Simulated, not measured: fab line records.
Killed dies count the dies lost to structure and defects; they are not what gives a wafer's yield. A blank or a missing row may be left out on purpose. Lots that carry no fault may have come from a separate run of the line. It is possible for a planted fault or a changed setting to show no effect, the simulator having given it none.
A struck lot beside a sound one + flow sfq-line + 41 out of 325 route steps
Sound: the wafers L693.1, L693.2, L693.5. Struck: wafers L692.1, L692.4 (left out: L692.3, a lot-mate that was not struck); the cause follows at the end.
For every step that has rows: the tool of each side, followed by ch and its chambers, followed by its first start. Under that, the readings that differ: sound wafers + struck wafers + difference of the means + sigmas: that difference in standard deviations of wafers without a fault.
alike: readings whose means differ by less than 2 such deviations, and words and numbers that are the same on both sides. not compared: withheld readings, readings that some wafer has no value for, bounds like >300 that may hide the same value, and numbers for which the record gives no deviation and whose values overlap.
A row with sigmas, a row that says differs or no value, or rows on one side alone: a step with any of these is where the two part. When numbers do not overlap yet have no deviation, they are printed without sigmas and do not part them. A reading that every wafer of one side lacks parts them only if that side has two wafers or more.

first, 6 steps without rows for these wafers: SFQ_TRILAYER_M7_LITHO_COAT_182 (resist thk 62 nm); SFQ_TRILAYER_M7_LITHO_COAT_177 (resist thk 600 nm); SFQ_TRILAYER_M7_LITHO_SOFTBAKE_181; SFQ_TRILAYER_M7_LITHO_EXPOSE_178 (exposes mask M7, target cd 500 nm); SFQ_TRILAYER_M7_LITHO_PEB_180 (peb time 60 s); SFQ_TRILAYER_M7_LITHO_DEVELOP_179 (time 60 s).
SFQ_M7_OVL_MEAS_945:
  sound on overlay-02 at day 75 00:09; struck on overlay-02 at day 74 22:57
  alike: M7_OVL
SFQ_TRILAYER_M7_BARC_OPEN_METAL_ETCH_229: etches BARC in O2, target depth 125 nm, time 41.7 s.
  sound on rie-metal-03 ch 0,1, day 75 00:11; struck on rie-metal-03 ch 1, day 74 22:59
| reading                        | sound               | struck       | difference | sigmas |
|--------------------------------|---------------------|--------------|------------|--------|
| chamber-pressure-mTorr (mTorr) | 10.003 10.000 9.982 | 9.833 10.001 | -0.078     | -5     |
  alike: drypump-motor-current-A, oes-product-au, rf-fwd-power-W
  not compared: rf-hours-counter-h
then, 1 step without rows for these wafers: SFQ_TRILAYER_M7_ETCH_METAL_ETCH_180 (etches Nb in Cl2/Ar, stops on SiO2, target depth 240 nm, time 120 s).
SFQ_TRILAYER_M7_STRIP_STRIP_181: strips in O2.
  sound on rie-metal-03 ch 0,1, day 75 00:26; struck on rie-metal-03 ch 1, day 74 23:14
  alike: chamber-pressure-mTorr, drypump-motor-current-A, oes-product-au
  not compared: rf-hours-counter-h
then, 1 step without rows for these wafers: SFQ_TRILAYER_M7_STRIP_SOLV_CLEAN_182 (cleans in NMP, time 600 s).
SFQ_TRILAYER_I7_DEP_PECVD_183: deposits SiO2 from SiH4/N2O, time 111.11 s, target thk 500 nm.
  sound on pecvd-01 ch 0,1, day 75 01:25; struck on pecvd-04 ch 0,2, day 75 00:13
  alike: heater-power-w, rf-fwd-power-W, throttle-valve-pct
SFQ_TRILAYER_I7_CMP_CMP_184: polishes SiO2.
  sound on cmp-01 ch 0,1,2, day 75 02:19; struck on cmp-02 ch 1,3, day 75 01:46
| reading                                             | sound             | struck      | difference | sigmas |
|-----------------------------------------------------|-------------------|-------------|------------|--------|
| motor-current-A (A)                                 | 9.4 8.8 9.3       | 12.0 10.1   | +1.9       | +2     |
| time-to-endpoint-s (s)                              | 218 224 222       | 275 285     | +59        | +9     |
| model.SiO2_of_TRILAYER_I7_DEP_PECVD_183.thk-nm (nm) | 200.8 201.2 200.2 | 305.7 308.9 | +106.6     |        |
SFQ_I7_BOW_MEAS_946:
  sound on film-metro-01 at day 75 05:19; struck on film-metro-04 at day 75 04:46
  alike: I7_BOW
SFQ_TRILAYER_I7_METRO_MEASURE_185:
  sound on film-metro-01 at day 75 05:26; struck on film-metro-04 at day 75 04:53
| reading     | sound             | struck      | difference | sigmas |
|-------------|-------------------|-------------|------------|--------|
| thk-nm (nm) | 200.9 201.4 200.3 | 305.8 308.7 | +106.4     | +97    |
then, 6 steps without rows for these wafers: SFQ_TRILAYER_I7_VIA_LITHO_COAT_192 (resist thk 62 nm); SFQ_TRILAYER_I7_VIA_LITHO_COAT_187 (resist thk 650 nm); SFQ_TRILAYER_I7_VIA_LITHO_SOFTBAKE_191; SFQ_TRILAYER_I7_VIA_LITHO_EXPOSE_188 (exposes mask I7, target cd 1000 nm); SFQ_TRILAYER_I7_VIA_LITHO_PEB_190 (peb time 60 s); SFQ_TRILAYER_I7_VIA_LITHO_DEVELOP_189 (time 60 s).
-- the record jumps here: 4 days lie between the struck wafers' starts before and after --
SFQ_I7_OVL_MEAS_947:
  sound on overlay-01 at day 79 03:17; struck on overlay-02 at day 79 00:53
  alike: I7_OVL
SFQ_TRILAYER_I7_VIA_BARC_OPEN_VIA_ETCH_260: etches BARC in O2, target depth 125 nm, time 41.7 s.
  sound on rie-diel-04 ch 1,2,3, day 79 03:19; struck on rie-diel-02 ch 2,3, day 79 00:55
  alike: chamber-pressure-mTorr, drypump-motor-current-A, oes-product-au, rf-fwd-power-W
  not compared: rf-hours-counter-h
SFQ_TRILAYER_I7_VIA_ETCH_VIA_ETCH_190: etches SiO2 in CHF3, stops on Nb, target depth 260 nm.
  sound on rie-diel-04 ch 1,2,3, day 79 03:21; struck on rie-diel-02 ch 2,3, day 79 00:57
| reading                        | sound             | struck      | difference | sigmas |
|--------------------------------|-------------------|-------------|------------|--------|
| oes-product-au (a.u.)          | 0.844 0.859 0.851 | 0.986 1.000 | +0.142     | +25    |
| model.I7.feature-depth-nm (nm) | 200.8 201.2 200.2 | 253.6 258.3 | +55.2      |        |
| model.etch.depth-nm (nm)       | 200.8 201.2 200.2 | 253.6 258.3 | +55.2      |        |
  alike: chamber-pressure-mTorr, drypump-motor-current-A, rf-fwd-power-W
SFQ_TRILAYER_I7_VIA_STRIP_STRIP_191: strips in O2.
  sound on rie-metal-04 ch 0,1, day 79 03:28; struck on rie-metal-02 ch 0,1, day 79 01:04
  alike: chamber-pressure-mTorr, drypump-motor-current-A, oes-product-au
  not compared: rf-hours-counter-h
then, 8 steps without rows for these wafers: SFQ_TRILAYER_I7_VIA_STRIP_SOLV_CLEAN_192 (cleans in NMP, time 600 s); SFQ_TRILAYER_M8_LITHO_LOR_COAT_197; SFQ_TRILAYER_M8_LITHO_LOR_BAKE_198; SFQ_TRILAYER_M8_LITHO_COAT_193 (resist thk 600 nm); SFQ_TRILAYER_M8_LITHO_SOFTBAKE_199; SFQ_TRILAYER_M8_LITHO_EXPOSE_194 (exposes mask M8, target cd 2000 nm); SFQ_TRILAYER_M8_LITHO_PEB_196 (peb time 60 s); SFQ_TRILAYER_M8_LITHO_DEVELOP_195 (img clear 15 s, time 55 s).
-- the record jumps here: 5 days lie between the struck wafers' starts before and after --
SFQ_M8_OVL_MEAS_948:
  sound on overlay-02 at day 83 22:19; struck on overlay-01 at day 83 18:43
  alike: M8_OVL
then, 3 steps without rows for these wafers: SFQ_TRILAYER_M8_DEP_EVAP_197 (material Ti, target thk 20 nm, time 100 s); SFQ_TRILAYER_M8_DEP_EVAP_198 (material Pt, target thk 50 nm, time 250 s); SFQ_TRILAYER_M8_DEP_EVAP_196 (material Au, target thk 180 nm, time 900 s).
SFQ_M8_RS_MEAS_949: the measuring method here is four-point-probe.
  sound on film-metro-02 at day 83 23:06; struck on film-metro-02 at day 83 19:30
  alike: M8_AU_RS
SFQ_M8_THK_MEAS_950: measures by xrf.
  sound on film-metro-02 at day 83 23:13; struck on film-metro-02 at day 83 19:37
  alike: M8_AU_THK
then, 1 step without rows for these wafers: SFQ_TRILAYER_M8_LIFTOFF_LIFTOFF_197 (chemistry NMP, time 600 s).
SFQ_M8_BOW_MEAS_951:
  sound on film-metro-04 at day 83 23:28; struck on film-metro-04 at day 83 19:52
| reading                 | sound            | struck      | difference | sigmas |
|-------------------------|------------------|-------------|------------|--------|
| model.etest.i7.link-ohm | 1.052 1.059 1.06 | 1e+06 1e+06 | +1e+06     |        |
  alike: M8_BOW

== WHERE THEY PART ==
At SFQ_TRILAYER_M7_BARC_OPEN_METAL_ETCH_229 first; at SFQ_TRILAYER_I7_VIA_ETCH_VIA_ETCH_190 last (within this record only). Later steps at which nothing parts them and some readings are alike: SFQ_TRILAYER_I7_VIA_STRIP_STRIP_191, SFQ_M8_OVL_MEAS_948, SFQ_M8_RS_MEAS_949, SFQ_M8_THK_MEAS_950, SFQ_M8_BOW_MEAS_951.

WHY: what had been put in by the simulator
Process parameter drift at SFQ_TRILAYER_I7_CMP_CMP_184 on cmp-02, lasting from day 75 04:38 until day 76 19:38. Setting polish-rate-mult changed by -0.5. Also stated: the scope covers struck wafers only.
